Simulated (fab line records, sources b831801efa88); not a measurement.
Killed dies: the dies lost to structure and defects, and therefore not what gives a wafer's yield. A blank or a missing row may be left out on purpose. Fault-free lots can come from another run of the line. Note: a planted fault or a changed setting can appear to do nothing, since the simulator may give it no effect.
What tool caused it? || flow sky130 || 12 lots, 36 wafers sampled, at 5 steps of a route of 708

== WHAT THE GAUGES SHOWED, per wafer ==
SKY_NWELL_RS_MEAS_29: a four-point-probe measurement.
{"lot": "L488", "measured": "day 5 13:17", "on": "filmMetro-01", "NWELL_RS (ohm/sq)": "626.1 625.8 626.1"}
{"lot": "L492", "measured": "day 6 14:57", "on": "filmMetro-02", "NWELL_RS (ohm/sq)": "626.3 623.6 625.6"}
{"lot": "L491", "measured": "day 6 16:04", "on": "filmMetro-01", "NWELL_RS (ohm/sq)": "624.5 623.9 625.6"}
{"lot": "L495", "measured": "day 7 20:05", "on": "filmMetro-02", "NWELL_RS (ohm/sq)": "625.5 626.0 625.7"}
{"lot": "L497", "measured": "day 7 21:49", "on": "filmMetro-01", "NWELL_RS (ohm/sq)": "623.6 624.7 622.0"}
{"lot": "L498", "measured": "day 8 06:48", "on": "filmMetro-01", "NWELL_RS (ohm/sq)": "623.2 623.7 622.7"}
{"lot": "L500", "measured": "day 8 13:11", "on": "filmMetro-01", "NWELL_RS (ohm/sq)": "622.7 621.2 621.9"}
{"lot": "L499", "measured": "day 8 14:07", "on": "filmMetro-04", "NWELL_RS (ohm/sq)": "623.0 624.2 624.5"}
{"lot": "L502", "measured": "day 9 03:24", "on": "filmMetro-01", "NWELL_RS (ohm/sq)": "628.8 627.4 627.7"}
{"lot": "L503", "measured": "day 9 03:47", "on": "filmMetro-02", "NWELL_RS (ohm/sq)": "626.3 627.1 625.9"}
{"lot": "L510", "measured": "day 10 19:20", "on": "filmMetro-04", "NWELL_RS (ohm/sq)": "598.9 599.7 597.9 597.7 599.4 597.5"}
{"lot": "L511", "measured": "day 11 06:00", "on": "filmMetro-04", "NWELL_RS (ohm/sq)": "595.0 596.7 596.6 596.9 598.6 597.6"}

SKY_VT_ADJUST_NCORE_CD_MEAS_07: target cd 380 nm.
{"lot": "L488", "measured": "day 8 19:02", "on": "cdSem-01", "cdNm (nm)": "378 379 377"}
{"lot": "L492", "measured": "day 10 03:15", "on": "cdSem-02", "cdNm (nm)": "382 381 382"}
{"lot": "L491", "measured": "day 10 03:59", "on": "cdSem-02", "cdNm (nm)": "373 371 372"}
{"lot": "L495", "measured": "day 11 12:27", "on": "cdSem-01", "cdNm (nm)": "381 383 382"}
{"lot": "L497", "measured": "day 11 13:09", "on": "cdSem-02", "cdNm (nm)": "384 382 384"}
{"lot": "L498", "measured": "day 12 00:54", "on": "cdSem-02", "cdNm (nm)": "378 376 378"}
{"lot": "L500", "measured": "day 12 09:27", "on": "cdSem-01", "cdNm (nm)": "377 382 380"}
{"lot": "L499", "measured": "day 12 09:54", "on": "cdSem-02", "cdNm (nm)": "380 380 382"}
{"lot": "L502", "measured": "day 13 00:47", "on": "cdSem-02", "cdNm (nm)": "379 379 377"}
{"lot": "L503", "measured": "day 13 02:40", "on": "cdSem-01", "cdNm (nm)": "379 381 379"}
{"lot": "L510", "measured": "day 14 21:58", "on": "cdSem-01", "cdNm (nm)": "382 379 383"}
{"lot": "L511", "measured": "day 15 10:14", "on": "cdSem-02", "cdNm (nm)": "379 382 383"}

SKY_VT_ADJUST_HVTR_TW_MEAS_11.
{"lot": "L488", "measured": "day 9 17:50", "on": "filmMetro-01", "VT_ADJUST_HVTR_TW": "213.3 212.9 213.5"}
{"lot": "L492", "measured": "day 11 02:15", "on": "filmMetro-01", "VT_ADJUST_HVTR_TW": "212.5 211.5 212.8"}
{"lot": "L491", "measured": "day 11 03:31", "on": "filmMetro-02", "VT_ADJUST_HVTR_TW": "215.3 214.5 214.3"}
{"lot": "L495", "measured": "day 12 13:23", "on": "filmMetro-04", "VT_ADJUST_HVTR_TW": "212.1 210.8 212.1"}
{"lot": "L497", "measured": "day 12 14:28", "on": "filmMetro-04", "VT_ADJUST_HVTR_TW": "211.5 212.0 212.4"}
{"lot": "L498", "measured": "day 13 01:33", "on": "filmMetro-04", "VT_ADJUST_HVTR_TW": "210.6 211.1 209.6"}
{"lot": "L500", "measured": "day 13 10:42", "on": "filmMetro-02", "VT_ADJUST_HVTR_TW": "215.5 213.3 214.3"}
{"lot": "L499", "measured": "day 13 11:22", "on": "filmMetro-01", "VT_ADJUST_HVTR_TW": "211.0 212.8 211.3"}
{"lot": "L502", "measured": "day 14 02:19", "on": "filmMetro-04", "VT_ADJUST_HVTR_TW": "212.7 212.3 212.6"}
{"lot": "L503", "measured": "day 14 04:40", "on": "filmMetro-04", "VT_ADJUST_HVTR_TW": "211.9 212.0 212.0"}
{"lot": "L510", "measured": "day 16 01:59", "on": "filmMetro-02", "VT_ADJUST_HVTR_TW": "213.8 211.9 213.6"}
{"lot": "L511", "measured": "day 16 14:40", "on": "filmMetro-02", "VT_ADJUST_HVTR_TW": "212.7 212.6 212.6"}

== EACH LOT AND THE TOOL THAT RAN IT (in order: tool; ch and the chambers of the sampled wafers; start) ==
{"lot": "L488", "SKY_NWELL_IMPLANT_11": "implanter-02 ch 0, day 4 19:11", "SKY_VT_ADJUST_HVTP_STRIP_10": "plasmaAsher-03 ch 0,1, day 6 08:27"}
{"lot": "L492", "SKY_NWELL_IMPLANT_11": "implanter-04 ch 0, day 5 19:58", "SKY_VT_ADJUST_HVTP_STRIP_10": "plasmaAsher-03 ch 0,1, day 7 10:52"}
{"lot": "L491", "SKY_NWELL_IMPLANT_11": "implanter-03 ch 0, day 5 20:43", "SKY_VT_ADJUST_HVTP_STRIP_10": "plasmaAsher-04 ch 0,1, day 7 10:58"}
{"lot": "L495", "SKY_NWELL_IMPLANT_11": "implanter-02 ch 0, day 7 00:05", "SKY_VT_ADJUST_HVTP_STRIP_10": "plasmaAsher-03 ch 0,1, day 8 17:36"}
{"lot": "L497", "SKY_NWELL_IMPLANT_11": "implanter-02 ch 0, day 7 01:07", "SKY_VT_ADJUST_HVTP_STRIP_10": "plasmaAsher-01 ch 0,1, day 8 18:10"}
{"lot": "L498", "SKY_NWELL_IMPLANT_11": "implanter-03 ch 0, day 7 09:52", "SKY_VT_ADJUST_HVTP_STRIP_10": "plasmaAsher-03 ch 0,1, day 9 04:46"}
{"lot": "L500", "SKY_NWELL_IMPLANT_11": "implanter-03 ch 0, day 7 15:29", "SKY_VT_ADJUST_HVTP_STRIP_10": "plasmaAsher-03 ch 0,1, day 9 11:05"}
{"lot": "L499", "SKY_NWELL_IMPLANT_11": "implanter-04 ch 0, day 7 16:55", "SKY_VT_ADJUST_HVTP_STRIP_10": "plasmaAsher-03 ch 0,1, day 9 11:40"}
{"lot": "L502", "SKY_NWELL_IMPLANT_11": "implanter-03 ch 0, day 8 05:37", "SKY_VT_ADJUST_HVTP_STRIP_10": "plasmaAsher-04 ch 1, day 10 01:28"}
{"lot": "L503", "SKY_NWELL_IMPLANT_11": "implanter-04 ch 0, day 8 06:01", "SKY_VT_ADJUST_HVTP_STRIP_10": "plasmaAsher-01 ch 0,1, day 10 03:45"}
{"lot": "L510", "SKY_NWELL_IMPLANT_11": "implanter-04 ch 0, day 9 20:11", "SKY_VT_ADJUST_HVTP_STRIP_10": "plasmaAsher-04 ch 0,1, day 11 19:55"}
{"lot": "L511", "SKY_NWELL_IMPLANT_11": "implanter-04 ch 0, day 10 06:41", "SKY_VT_ADJUST_HVTP_STRIP_10": "plasmaAsher-04 ch 0,1, day 12 06:46"}
- SKY_NWELL_IMPLANT_11
- SKY_VT_ADJUST_HVTP_STRIP_10: strips in O2/N2.

== AS READ BY THE TOOLS THEMSELVES (means over the sampled wafers that have a number; for cases with no such wafer, the mark the record gives instead) ==
SKY_NWELL_IMPLANT_11.
{"lot": "L488", "tool": "implanter-02", "beamEnergyKeV": 400.14}
{"lot": "L492", "tool": "implanter-04", "beamEnergyKeV": 399.96}
{"lot": "L491", "tool": "implanter-03", "beamEnergyKeV": 399.94}
{"lot": "L495", "tool": "implanter-02", "beamEnergyKeV": 399.89}
{"lot": "L497", "tool": "implanter-02", "beamEnergyKeV": 400.03}
{"lot": "L498", "tool": "implanter-03", "beamEnergyKeV": 400.02}
{"lot": "L500", "tool": "implanter-03", "beamEnergyKeV": 399.97}
{"lot": "L499", "tool": "implanter-04", "beamEnergyKeV": 400.03}
{"lot": "L502", "tool": "implanter-03", "beamEnergyKeV": 399.83}
{"lot": "L503", "tool": "implanter-04", "beamEnergyKeV": 400.01}
{"lot": "L510", "tool": "implanter-04", "beamEnergyKeV": 485.52}
{"lot": "L511", "tool": "implanter-04", "beamEnergyKeV": 485.44}

SKY_VT_ADJUST_HVTP_STRIP_10.
{"lot": "L488", "tool": "plasmaAsher-03", "drypumpMotorCurrentA (A)": 6.2, "oesProductAu (a.u.)": 0.715, "stripTimeToEndpointS (s)": 14.21}
{"lot": "L492", "tool": "plasmaAsher-03", "drypumpMotorCurrentA (A)": 6.4, "oesProductAu (a.u.)": 0.717, "stripTimeToEndpointS (s)": 14.21}
{"lot": "L491", "tool": "plasmaAsher-04", "drypumpMotorCurrentA (A)": 5.5, "oesProductAu (a.u.)": 0.718, "stripTimeToEndpointS (s)": 14.23}
{"lot": "L495", "tool": "plasmaAsher-03", "drypumpMotorCurrentA (A)": 6.3, "oesProductAu (a.u.)": 0.716, "stripTimeToEndpointS (s)": 14.22}
{"lot": "L497", "tool": "plasmaAsher-01", "drypumpMotorCurrentA (A)": 6.0, "oesProductAu (a.u.)": 0.716, "stripTimeToEndpointS (s)": 14.20}
{"lot": "L498", "tool": "plasmaAsher-03", "drypumpMotorCurrentA (A)": 6.2, "oesProductAu (a.u.)": 0.714, "stripTimeToEndpointS (s)": 14.25}
{"lot": "L500", "tool": "plasmaAsher-03", "drypumpMotorCurrentA (A)": 6.3, "oesProductAu (a.u.)": 0.718, "stripTimeToEndpointS (s)": 14.11}
{"lot": "L499", "tool": "plasmaAsher-03", "drypumpMotorCurrentA (A)": 6.2, "oesProductAu (a.u.)": 0.714, "stripTimeToEndpointS (s)": 14.20}
{"lot": "L502", "tool": "plasmaAsher-04", "drypumpMotorCurrentA (A)": 5.3, "oesProductAu (a.u.)": 0.711, "stripTimeToEndpointS (s)": 14.13}
{"lot": "L503", "tool": "plasmaAsher-01", "drypumpMotorCurrentA (A)": 5.7, "oesProductAu (a.u.)": 0.712, "stripTimeToEndpointS (s)": 14.17}
{"lot": "L510", "tool": "plasmaAsher-04", "drypumpMotorCurrentA (A)": 5.5, "oesProductAu (a.u.)": 0.719, "stripTimeToEndpointS (s)": 14.15}
{"lot": "L511", "tool": "plasmaAsher-04", "drypumpMotorCurrentA (A)": 5.6, "oesProductAu (a.u.)": 0.714, "stripTimeToEndpointS (s)": 14.18}

== THE ANSWER, worked out from the rows above alone ==
Rule: what is usual is taken from the lots themselves. Put in order of their means at a reading, lots are off if they are a third of the lots or fewer, leave a main group of 4 or more, and stand apart from it by a gap of 3 or more times the standard deviation of the main group's means; of several such gaps the widest counts. A main group is skipped when, at the precision printed for the reading in the tables above, its means are all equal. Also off: a lot with no number at a reading for which 4 or more lots have one. All remaining lots with rows at the step are treated as sound. After the gauges, taken in route order, come the tools' own readings; for these a lot's mean is taken, as printed above. The first step at which some lot is off is used, and at that step the reading that is off furthest; a lot without a number counts as furthest.
Off: at SKY_NWELL_RS_MEAS_29 (NWELL_RS), L510, L511. For the main group the mean is 624.8 ohm/sq and the standard deviation 1.7.
If a tool, at a process step before that reading, ran all the lots that are off and no sound lot after the first of them, it fits. Not tried: the gauges at SKY_NWELL_RS_MEAS_29; whatever is off there is also off at SKY_NWELL_IMPLANT_11, on other tools, and gauge error can't account for it. One candidate fits, namely implanter-04 at SKY_NWELL_IMPLANT_11. Its last sound lot is L503 (day 8 06:01), its first lot that is off L510 (day 9 20:11): a fault that began between those two fits.
The tool's own readings at SKY_NWELL_IMPLANT_11 bear it out: on the lots that are off they differ by more than 5 times the standard deviation of the sound lots' means. beamEnergyKeV reads 485.48 there against 399.98 on the sound lots.

== WHAT THE SIMULATOR HAD PUT IN ==
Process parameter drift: implanter-04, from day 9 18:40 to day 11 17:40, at SKY_NWELL_IMPLANT_11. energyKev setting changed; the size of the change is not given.
Shown lots that were struck: L510, L511. The rule given above showed the same thing.
